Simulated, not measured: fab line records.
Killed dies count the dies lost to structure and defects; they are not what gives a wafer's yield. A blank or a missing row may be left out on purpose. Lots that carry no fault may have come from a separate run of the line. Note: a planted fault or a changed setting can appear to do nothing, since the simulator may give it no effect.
Chamber matching :: flow sky130 :: 4 sister chambers for SKY_VIA3_ETCH_15 on rieDiel-04
The step etches SiO2 in C4F8/O2/Ar, stops on TiN, target depth 507 nm, time 78 s. 4 wafers are shown with their chamber, then 10 later ones without.

## WAFERS PAIRED WITH THEIR CHAMBERS
wafer: L079.3
chamber: 3
oesProductAu (a.u.): 0.931

wafer: L079.4
chamber: 0
oesProductAu (a.u.): 0.947

wafer: L083.3
chamber: 2
oesProductAu (a.u.): 0.933

wafer: L083.4
chamber: 1
oesProductAu (a.u.): 0.942

## WAFERS WITHOUT THEIR CHAMBER
wafer: L083.5
oesProductAu (a.u.): 0.946

wafer: L085.2
oesProductAu (a.u.): 0.934

wafer: L085.3
oesProductAu (a.u.): 0.946

wafer: L085.4
oesProductAu (a.u.): 0.931

wafer: L087.1
oesProductAu (a.u.): 0.931

wafer: L087.4
oesProductAu (a.u.): 0.935

wafer: L087.6
oesProductAu (a.u.): 0.934

wafer: L097.2
oesProductAu (a.u.): 0.932

wafer: L097.3
oesProductAu (a.u.): 0.931

wafer: L097.6
oesProductAu (a.u.): 0.945

## CHAMBER TAKEN BY EACH
wafer: L083.5
from the rows above: 0
in truth: 0

wafer: L085.2
from the rows above: can't be placed: 2 or 3
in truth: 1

wafer: L085.3
from the rows above: 0
in truth: 0

wafer: L085.4
from the rows above: can't be placed: 3 or 2
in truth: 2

wafer: L087.1
from the rows above: can't be placed: 3 or 2
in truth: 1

wafer: L087.4
from the rows above: can't be placed: 2 or 3
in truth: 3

wafer: L087.6
from the rows above: can't be placed: 2 or 3
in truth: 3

wafer: L097.2
from the rows above: can't be placed: 2 or 3
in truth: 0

wafer: L097.3
from the rows above: can't be placed: 3 or 2
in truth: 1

wafer: L097.6
from the rows above: can't be placed: 0 or 1
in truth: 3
2 of 10 placed correctly. From these rows, 8 cannot be placed; in 3 the true chamber is one of the candidates. Number placed wrongly: 0.
How it was worked out, from the rows above alone: a wafer's distance from a chamber is the root of the sum, over the readings, of the square of ((its reading less the chamber's mean) divided by the reading's scatter). The wafer belongs to the nearest chamber; if the next one is less than 2 further off, it can't be placed. A chamber's mean is the mean of its shown wafers. The scatter: with one shown wafer a chamber, the root of the mean of the squares of how far each hidden wafer lies from its nearest shown one.
